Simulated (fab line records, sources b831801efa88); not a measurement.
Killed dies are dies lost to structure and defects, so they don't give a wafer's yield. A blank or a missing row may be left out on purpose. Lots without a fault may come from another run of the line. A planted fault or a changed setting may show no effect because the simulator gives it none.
Which tool did it? | flow sky130 | 24 lots, 72 wafers sampled, at 6 steps of a route of 708

WHAT THE GAUGES READ, wafer by wafer
SKY_FIELD_ISO_CD_MEAS_13: target cd 150 nm. Usual: cd_nm 150.5 nm, standard deviation 1.7.
lot  | measured    | on        | cd_nm (nm)        | flag
L074 | day 2 07:02 | cd_sem-01 | 151.1 149.3 149.6 |
L075 | day 2 11:00 | cd_sem-02 | 149.1 147.6 148.7 |
L076 | day 2 15:22 | cd_sem-01 | 151.9 150.6 150.2 |
L077 | day 3 01:21 | cd_sem-02 | 155.8 153.0 153.3 |
L078 | day 3 04:28 | cd_sem-01 | 151.9 151.6 150.2 |
L079 | day 3 08:24 | cd_sem-01 | 151.7 151.4 150.0 |
L080 | day 3 13:36 | cd_sem-01 | 150.4 151.7 151.9 |
L081 | day 3 17:45 | cd_sem-02 | 150.1 151.6 151.9 |
L082 | day 4 00:01 | cd_sem-02 | 152.0 153.0 153.0 |
L083 | day 4 02:52 | cd_sem-02 | 150.4 149.4 150.8 |
L084 | day 4 09:47 | cd_sem-01 | 154.0 153.3 153.3 |
L085 | day 4 14:28 | cd_sem-01 | 147.5 147.7 148.6 |
L086 | day 4 18:56 | cd_sem-01 | 150.2 149.9 149.5 |
L087 | day 5 02:03 | cd_sem-01 | 149.0 148.9 150.3 |
L088 | day 5 04:56 | cd_sem-01 | 151.5 152.8 151.6 |
L089 | day 5 12:33 | cd_sem-01 | 151.5 150.1 150.1 |
L090 | day 5 16:14 | cd_sem-01 | 146.8 147.7 146.7 |
L091 | day 6 01:28 | cd_sem-01 | 149.5 149.0 150.5 |
L092 | day 6 04:10 | cd_sem-01 | 151.7 148.4 150.2 |
L093 | day 6 09:44 | cd_sem-01 | 151.3 152.2 151.9 |
L094 | day 6 16:07 | cd_sem-01 | 150.2 150.6 150.8 |
L095 | day 6 22:30 | cd_sem-01 | 148.1 149.2 151.0 |
L096 | day 7 03:15 | cd_sem-01 | 149.8 151.4 150.6 |
L097 | day 7 11:54 | cd_sem-01 | 150.1 151.5 150.1 |

SKY_GATE_OXIDE_THK_MEAS_02. Usual: GATE_OXIDE_OXIDATION_00_THK 10.29 nm, standard deviation 0.23.
lot  | measured     | on            | GATE_OXIDE_OXIDATION_00_THK (nm) | flag
L074 | day 13 00:34 | film_metro-01 | 10.41 10.35 10.50                |
L075 | day 13 08:08 | film_metro-01 | 10.60 10.52 10.27                |
L076 | day 13 14:05 | film_metro-01 | 10.34 10.32 10.53                |
L077 | day 14 02:15 | film_metro-03 | 10.25 10.27 10.17                |
L078 | day 14 06:35 | film_metro-02 | 10.05 10.23 10.17                |
L079 | day 14 15:14 | film_metro-01 | 10.01 10.25 10.08                |
L080 | day 14 22:06 | film_metro-02 | 10.19 10.07 10.36                |
L081 | day 15 03:36 | film_metro-01 | 10.30 10.34 10.46                |
L082 | day 15 21:04 | film_metro-03 | 10.50 10.68 10.69                |
L083 | day 15 23:59 | film_metro-02 | 10.59 10.67 10.56                |
L084 | day 16 10:33 | film_metro-03 | 10.01 9.98 10.33                 |
L085 | day 16 10:34 | film_metro-02 | 9.78 9.88 9.90                   |
L086 | day 16 18:33 | film_metro-01 | 10.58 10.44 10.35                |
L087 | day 17 05:01 | film_metro-03 | 10.17 10.23 10.13                |
L088 | day 17 15:12 | film_metro-03 | 10.60 10.54 10.53                |
L089 | day 17 22:28 | film_metro-01 | 10.13 9.92 10.02                 |
L090 | day 18 08:23 | film_metro-03 | 10.14 10.23 10.33                |
L091 | day 19 02:35 | film_metro-01 | 10.31 10.36 10.57                |
L092 | day 19 02:36 | film_metro-02 | 10.64 10.60 10.67                |
L093 | day 19 08:50 | film_metro-02 | 10.20 10.13 10.19                |
L094 | day 19 20:12 | film_metro-02 | 10.24 10.39 10.44                |
L095 | day 20 14:17 | film_metro-02 | 10.02 9.91 10.15                 |
L096 | day 20 09:58 | film_metro-01 | 10.47 10.65 10.62                |
L097 | day 21 06:14 | film_metro-02 | 10.27 10.21 10.19                |

SKY_POLY_GATE_OVL_MEAS_14. Usual: POLY_GATE_OVL -3 nm, standard deviation 5.6.
lot  | measured     | on         | POLY_GATE_OVL (nm) | flag
L074 | day 16 13:25 | overlay-02 | 8 1 11             |
L075 | day 16 23:05 | overlay-01 | -6 -3 -1           |
L076 | day 17 07:41 | overlay-02 | -1 -6 3            |
L077 | day 17 20:56 | overlay-01 | -9 -9 -2           |
L078 | day 18 19:08 | overlay-01 | -8 -2 -2           |
L079 | day 18 18:47 | overlay-01 | 0 -7 -3            |
L080 | day 18 19:01 | overlay-02 | 0 2 -1             |
L081 | day 19 02:22 | overlay-02 | -7 -9 -17          |
L082 | day 19 19:32 | overlay-01 | 2 8 8              |
L083 | day 19 22:26 | overlay-01 | -9 4 -2            |
L084 | day 20 13:23 | overlay-02 | -16 -6 -11         |
L085 | day 20 13:23 | overlay-01 | -3 -6 -7           |
L086 | day 20 18:41 | overlay-01 | -6 -8 -8           |
L087 | day 21 06:36 | overlay-01 | -13 -3 -11         |
L088 | day 21 15:55 | overlay-02 | -4 2 5             |
L089 | day 22 01:49 | overlay-01 | -3 -7 6            |
L090 | day 22 12:28 | overlay-01 | 2 -2 3             |
L091 | day 23 06:43 | overlay-01 | -11 -4 -5          |
L092 | day 23 04:17 | overlay-01 | -15 -3 3           |
L093 | day 23 12:55 | overlay-01 | -6 -7 -6           |
L094 | day 23 21:08 | overlay-02 | -1 -3 0            |
L095 | day 24 15:25 | overlay-02 | -1 -10 -9          |
L096 | day 24 12:01 | overlay-02 | -1 -9 4            |
L097 | day 25 07:31 | overlay-01 | -5 -6 -12          |

SKY_SD_N_RS_MEAS_17: measures by four-point-probe. Usual: SD_P_RS 147.1 ohm/sq, standard deviation 0.41.
lot  | measured     | on            | SD_P_RS (ohm/sq)  | flag
L074 | day 28 04:01 | film_metro-03 | 147.8 147.7 147.5 |
L075 | day 28 16:23 | film_metro-01 | 147.0 146.7 147.0 |
L076 | day 28 20:23 | film_metro-04 | 147.0 146.7 146.5 |
L077 | day 29 12:16 | film_metro-03 | 147.1 147.1 147.5 |
L078 | day 30 09:37 | film_metro-03 | 146.9 147.2 147.4 |
L079 | day 30 08:46 | film_metro-03 | 147.7 147.8 147.5 |
L080 | day 30 09:22 | film_metro-01 | 147.5 147.7 147.4 |
L081 | day 30 12:07 | film_metro-01 | 147.0 146.6 146.7 |
L082 | day 31 08:40 | film_metro-03 | 147.3 147.2 146.7 |
L083 | day 31 11:49 | film_metro-01 | 146.9 146.8 147.1 |
L084 | day 32 00:34 | film_metro-01 | 147.1 147.4 147.7 |
L085 | day 31 20:20 | film_metro-03 | 147.3 147.3 147.2 |
L086 | day 32 03:59 | film_metro-01 | 147.0 147.3 147.0 |
L087 | day 32 15:11 | film_metro-01 | 147.3 147.1 147.3 |
L088 | day 32 21:10 | film_metro-03 | 147.5 147.6 147.6 |
L089 | day 33 07:07 | film_metro-04 | 146.9 146.9 146.3 |
L090 | day 33 15:38 | film_metro-03 | 147.4 147.6 147.7 |
L091 | day 34 11:19 | film_metro-04 | 147.1 147.1 146.9 |
L092 | day 34 07:15 | film_metro-04 | 147.3 147.2 147.1 |
L093 | day 34 12:22 | film_metro-04 | 147.0 147.1 147.3 |
L094 | day 34 23:07 | film_metro-04 | 146.8 146.7 146.5 |
L095 | day 35 13:25 | film_metro-03 | 147.4 147.3 147.0 |
L096 | day 35 06:26 | film_metro-04 | 146.1 145.8 146.4 |
L097 | day 36 03:28 | film_metro-01 | 146.9 146.9 147.1 |

WHICH TOOL RAN EACH LOT (tool, then ch and the chambers of the sampled wafers, then the start)
lot  | SKY_LDD_LDN_STRIP_12                 | SKY_POLY_CUT_STRIP_12
L074 | plasma_asher-04 ch 0,1, day 23 03:05 | plasma_asher-02 ch 0,1, day 24 10:56
L075 | plasma_asher-03 ch 0,1, day 23 13:49 | plasma_asher-01 ch 0,1, day 24 22:16
L076 | plasma_asher-03 ch 0,1, day 23 19:53 | plasma_asher-01 ch 0,1, day 25 03:50
L077 | plasma_asher-02 ch 0,1, day 24 11:47 | plasma_asher-01 ch 0,1, day 25 20:59
L078 | plasma_asher-02 ch 0,1, day 25 10:08 | plasma_asher-04 ch 0,1, day 26 18:24
L079 | plasma_asher-04 ch 0,1, day 25 08:26 | plasma_asher-01 ch 0,1, day 26 16:00
L080 | plasma_asher-02 ch 0,1, day 25 09:20 | plasma_asher-04 ch 0,1, day 26 16:39
L081 | plasma_asher-02 ch 0,1, day 25 15:08 | plasma_asher-01 ch 0,1, day 26 21:59
L082 | plasma_asher-04 ch 0,1, day 26 09:59 | plasma_asher-02 ch 0,1, day 27 17:44
L083 | plasma_asher-03 ch 0,1, day 26 11:59 | plasma_asher-04 ch 0,1, day 27 20:42
L084 | plasma_asher-03 ch 0,1, day 27 01:41 | plasma_asher-04 ch 0,1, day 28 10:36
L085 | plasma_asher-03 ch 0, day 27 01:05   | plasma_asher-04 ch 0,1, day 28 07:29
L086 | plasma_asher-03 ch 0,1, day 27 06:35 | plasma_asher-02 ch 0,1, day 28 13:44
L087 | plasma_asher-02 ch 0,1, day 27 16:22 | plasma_asher-01 ch 0,1, day 29 00:46
L088 | plasma_asher-02 ch 0,1, day 28 01:44 | plasma_asher-04 ch 0,1, day 29 08:08
L089 | plasma_asher-03 ch 0,1, day 28 11:20 | plasma_asher-01 ch 0,1, day 29 17:44
L090 | plasma_asher-02 ch 0,1, day 28 20:20 | plasma_asher-04 ch 0,1, day 30 04:23
L091 | plasma_asher-02 ch 0,1, day 29 16:14 | plasma_asher-02 ch 0,1, day 30 23:29
L092 | plasma_asher-03 ch 0,1, day 29 13:23 | plasma_asher-02 ch 0,1, day 30 19:25
L093 | plasma_asher-04 ch 0,1, day 29 20:53 | plasma_asher-04 ch 0,1, day 31 02:29
L094 | plasma_asher-04 ch 0,1, day 30 05:32 | plasma_asher-04 ch 0,1, day 31 11:57
L095 | plasma_asher-03 ch 0,1, day 30 21:02 | plasma_asher-04 ch 0,1, day 32 02:54
L096 | plasma_asher-03 ch 0,1, day 30 15:05 | plasma_asher-04 ch 0,1, day 31 20:36
L097 | plasma_asher-03 ch 0,1, day 31 11:41 | plasma_asher-02 ch 0,1, day 32 17:24
- SKY_LDD_LDN_STRIP_12: strips in O2/N2.
- SKY_POLY_CUT_STRIP_12: strips in O2/N2.

WHAT THE TOOLS THEMSELVES READ (means of the sampled wafers that have a number; where no wafer has one, the mark that the record gives instead)
SKY_LDD_LDN_STRIP_12. Usual: drypump_motor_current_A 6.0 A, standard deviation 0.45; oes_product_au 0.716 a.u., standard deviation 0.0046; strip_time_to_endpoint_s 14.19 s, standard deviation 0.039.
lot  | tool            | drypump_motor_current_A (A) | oes_product_au (a.u.) | strip_time_to_endpoint_s (s) | flag
L074 | plasma_asher-04 | 6.1                         | 0.716                 | 14.19                        |
L075 | plasma_asher-03 | 6.3                         | 0.717                 | 14.21                        |
L076 | plasma_asher-03 | 6.3                         | 0.714                 | 14.18                        |
L077 | plasma_asher-02 | 5.9                         | 0.718                 | 14.14                        |
L078 | plasma_asher-02 | 5.6                         | 0.714                 | 14.21                        |
L079 | plasma_asher-04 | 6.1                         | 0.720                 | 14.19                        |
L080 | plasma_asher-02 | 5.9                         | 0.710                 | 14.23                        |
L081 | plasma_asher-02 | 6.0                         | 0.716                 | 14.23                        |
L082 | plasma_asher-04 | 6.2                         | 0.717                 | 14.15                        |
L083 | plasma_asher-03 | 6.0                         | 0.720                 | 14.21                        |
L084 | plasma_asher-03 | 6.0                         | 0.716                 | 14.11                        |
L085 | plasma_asher-03 | 5.8                         | 0.714                 | 14.18                        |
L086 | plasma_asher-03 | 6.0                         | 0.714                 | 14.20                        |
L087 | plasma_asher-02 | 5.6                         | 0.721                 | 14.18                        |
L088 | plasma_asher-02 | 6.0                         | 0.712                 | 14.19                        |
L089 | plasma_asher-03 | 6.3                         | 0.716                 | 14.17                        |
L090 | plasma_asher-02 | 5.9                         | 0.715                 | 14.23                        |
L091 | plasma_asher-02 | 5.6                         | 0.714                 | 14.20                        |
L092 | plasma_asher-03 | 6.3                         | 0.714                 | 14.21                        |
L093 | plasma_asher-04 | 6.2                         | 0.717                 | 14.24                        |
L094 | plasma_asher-04 | 6.1                         | 0.715                 | 14.11                        |
L095 | plasma_asher-03 | 6.3                         | 0.711                 | 14.16                        |
L096 | plasma_asher-03 | 6.0                         | 0.711                 | 14.18                        |
L097 | plasma_asher-03 | 6.3                         | 0.717                 | 14.19                        |

SKY_POLY_CUT_STRIP_12. Usual: drypump_motor_current_A 6.0 A, standard deviation 0.34; oes_product_au 0.452 a.u., standard deviation 0.0044; strip_time_to_endpoint_s 5.352 s, standard deviation 0.013.
lot  | tool            | drypump_motor_current_A (A) | oes_product_au (a.u.) | strip_time_to_endpoint_s (s) | flag
L074 | plasma_asher-02 | 5.9                         | 0.446                 | 5.346                        |
L075 | plasma_asher-01 | 6.0                         | 0.453                 | 5.364                        |
L076 | plasma_asher-01 | 6.1                         | 0.450                 | 5.366                        |
L077 | plasma_asher-01 | 6.0                         | 0.449                 | 5.366                        |
L078 | plasma_asher-04 | 6.1                         | 0.451                 | 5.345                        |
L079 | plasma_asher-01 | 6.1                         | 0.451                 | 5.338                        |
L080 | plasma_asher-04 | 6.1                         | 0.454                 | 5.353                        |
L081 | plasma_asher-01 | 6.1                         | 0.450                 | 5.341                        |
L082 | plasma_asher-02 | 6.0                         | 0.451                 | 5.350                        |
L083 | plasma_asher-04 | 6.2                         | 0.452                 | 5.344                        |
L084 | plasma_asher-04 | 6.2                         | 0.449                 | 5.351                        |
L085 | plasma_asher-04 | 6.1                         | 0.456                 | 5.359                        |
L086 | plasma_asher-02 | 6.0                         | 0.453                 | 5.355                        |
L087 | plasma_asher-01 | 6.1                         | 0.451                 | 5.347                        |
L088 | plasma_asher-04 | 6.2                         | 0.457                 | 5.359                        |
L089 | plasma_asher-01 | 6.0                         | 0.454                 | 5.348                        |
L090 | plasma_asher-04 | 6.1                         | 0.456                 | 5.360                        |
L091 | plasma_asher-02 | 6.0                         | 0.449                 | 5.352                        |
L092 | plasma_asher-02 | 5.6                         | 0.452                 | 5.346                        |
L093 | plasma_asher-04 | 6.1                         | 0.450                 | 5.344                        |
L094 | plasma_asher-04 | 6.2                         | 0.451                 | 5.336                        |
L095 | plasma_asher-04 | 6.2                         | 0.450                 | 5.365                        |
L096 | plasma_asher-04 | 6.1                         | 0.446                 | 5.344                        |
L097 | plasma_asher-02 | 5.6                         | 0.456                 | 5.368                        |

THE ANSWER, worked out from the rows above alone
Rule: a lot is off if the mean of its wafers that have a number lies more than 3 standard deviations from the usual mean. A lot without any number at a reading at which 4 lots or more have one is off too. The other lots that the step has rows for count as sound. The gauges are gone through in route order, then the tools' own readings, and for those a lot's mean is taken as printed above. The first step at which some lot is off is used, and at that step the reading that is off furthest; a lot without a number counts as furthest.
No lot is off at any reading shown: from this, nothing can be told.

WHAT THE SIMULATOR HAD PUT IN
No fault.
